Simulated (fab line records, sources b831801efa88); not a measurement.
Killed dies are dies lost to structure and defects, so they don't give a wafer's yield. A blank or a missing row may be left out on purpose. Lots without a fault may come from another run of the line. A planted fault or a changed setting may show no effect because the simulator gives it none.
Which tool did it? | flow gf180mcu | 6 lots, 18 wafers sampled, at 1 step of a route of 602

WHAT THE GAUGES READ, wafer by wafer
GF_HV_LDD_CD_MEAS_31: target cd 400 nm.
lot  | measured     | on        | cd_nm (nm)
L235 | day 11 14:59 | cd_sem-01 | 399.7 398.5 400.1
L238 | day 12 16:14 | cd_sem-02 | 398.9 399.4 397.9
L240 | day 13 14:35 | cd_sem-02 | 402.1 401.0 399.9
L242 | day 14 04:23 | cd_sem-01 | 399.2 398.7 399.8
L246 | day 15 10:07 | cd_sem-01 | 401.5 401.8 403.2
L251 | day 17 02:07 | cd_sem-01 | 400.2 400.8 400.6

WHICH TOOL RAN EACH LOT (tool, then ch and the chambers of the sampled wafers, then the start)
The record holds no process step before these readings.

THE ANSWER, worked out from the rows above alone
Rule: what is usual is taken from the lots themselves. Put in order of their means at a reading, lots are off if they are a third of the lots or fewer, leave a main group of 4 or more, and stand apart from it by a gap of 3 or more times the standard deviation of the main group's means; of several such gaps the widest counts. A main group whose means are all the same, to the digits that the tables above print for the reading, isn't used. A lot without any number at a reading at which 4 lots or more have one is off too. The other lots that the step has rows for count as sound.
No lot is off at any reading shown: from this, nothing can be told.

WHAT THE SIMULATOR HAD PUT IN
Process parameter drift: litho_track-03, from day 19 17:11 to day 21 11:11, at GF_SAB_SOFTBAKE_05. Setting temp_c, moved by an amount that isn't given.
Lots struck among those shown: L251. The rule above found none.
